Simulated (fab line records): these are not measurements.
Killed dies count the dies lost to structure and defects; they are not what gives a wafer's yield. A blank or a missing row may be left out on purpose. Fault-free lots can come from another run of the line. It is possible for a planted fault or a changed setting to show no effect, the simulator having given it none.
A lot that was struck, set against a sound lot	flow sky130	23 out of 708 route steps
Sound: these wafers, L649.3, L649.4, L649.5. Struck: wafer L658.3 (L658.5, L658.6, from the same lot, were not struck and are left out); the cause is given at the end.
Each step with rows lists, per side, the tool, then ch with its chambers, then its first start. Under that, the readings that differ: sound wafers	struck wafers	difference of the means	sigmas: that difference in standard deviations of wafers without a fault.
alike: readings whose means differ by less than 2 such deviations, and words and numbers that are the same on both sides. not compared: withheld readings, readings that some wafer has no value for, bounds like >300 that may hide the same value, and numbers for which the record gives no deviation and whose values overlap.
The two part at a step that has a row with sigmas, a row that says differs or no value, or rows on one side only. When numbers do not overlap yet have no deviation, they are printed without sigmas and do not part them. A reading missing from all wafers of one side parts the sides only when that side holds two or more wafers.

first, 8 steps without rows for these wafers: SKY_LDD_N_IMPLANT_08; SKY_LDD_N_IMPLANT_09; SKY_LDD_N_IMPLANT_10; SKY_LDD_N_IMPLANT_11; SKY_LDD_N_IMPLANT_12; SKY_LDD_N_IMPLANT_13; SKY_LDD_N_IMPLANT_14; SKY_LDD_N_IMPLANT_15.
SKY_LDD_N_STRIP_16: strips in O2/N2.
  sound on plasma-asher-02 ch 0,1, day 20 22:19; struck on plasma-asher-04 ch 0, day 24 20:25
  alike: drypump-motor-current-A, oes-product-au, strip-time-to-endpoint-s
  not compared: rf-hours-counter-h
SKY_LDD_N_TW_MEAS_17:
  struck on film-metro-03, day 24 20:30; sound on film-metro-03, day 20 22:24
  alike: LDD_N_TW
then, 2 steps without rows for these wafers: SKY_LDD_P_DEHYDRATE_00 (time 60 s); SKY_LDD_P_HMDS_01 (prime time 60 s).
SKY_LDD_P_COAT_02: resist thk 1140 nm.
  sound on litho-track-02 ch 0, day 21 12:44; struck on litho-track-04 ch 0, day 25 10:11
reading	sound	struck	difference	sigmas
model.NOVOLAK_of_LDD_P_COAT_02.thk-nm (nm)	1140 1142 1142	1305	+164	
then, 3 steps without rows for these wafers: SKY_LDD_P_SOFTBAKE_03 (time 60 s); SKY_LDD_P_EXPOSE_04 (exposes mask PSDM, target cd 380 nm); SKY_LDD_P_PEB_05.
SKY_LDD_P_DEVELOP_06: develop time 60 s.
  sound on litho-track-02 ch 0, day 22 04:23; struck on litho-track-02 ch 0, day 26 00:56
reading	sound	struck	difference	sigmas
model.NOVOLAK_of_LDD_P_COAT_02.thk-nm (nm)	1140 1142 1142	1305	+164	
SKY_LDD_P_CD_MEAS_07 targets a cd of 380 nm.
  struck on cd-sem-02, day 26 01:04; sound on cd-sem-01, day 22 04:31
reading	sound	struck	difference	sigmas
cd-nm (nm)	378.7 379.7 381.1	367.3	-12.5	-5
SKY_LDD_P_OVL_MEAS_08:
  struck on overlay-01, day 26 01:10; sound on overlay-01, day 22 04:37
  alike: LDD_P_OVL
after that, 1 step had no rows for these wafers: SKY_LDD_P_IMPLANT_09.
SKY_LDD_P_STRIP_10: strips in O2/N2.
  sound on plasma-asher-01 ch 0,1, day 22 04:49; struck on plasma-asher-02 ch 1, day 26 01:22
reading	sound	struck	difference	sigmas
strip-time-to-endpoint-s (s)	14.17 14.21 14.20	16.05	+1.86	+40
  alike: drypump-motor-current-A, oes-product-au
  not compared: rf-hours-counter-h
SKY_LDD_P_TW_MEAS_11:
  struck on film-metro-04, day 26 01:27; sound on film-metro-04, day 22 04:55
  alike: LDD_P_TW
SKY_PAD_OPEN_PROBE_99:
  sound wafers here have rows in the record (prober-02, day 47 22:15); struck ones have none

## WHERE THEY PART
First at SKY_LDD_P_CD_MEAS_07; last, within this record, at SKY_PAD_OPEN_PROBE_99.

WHY: what had been put in by the simulator
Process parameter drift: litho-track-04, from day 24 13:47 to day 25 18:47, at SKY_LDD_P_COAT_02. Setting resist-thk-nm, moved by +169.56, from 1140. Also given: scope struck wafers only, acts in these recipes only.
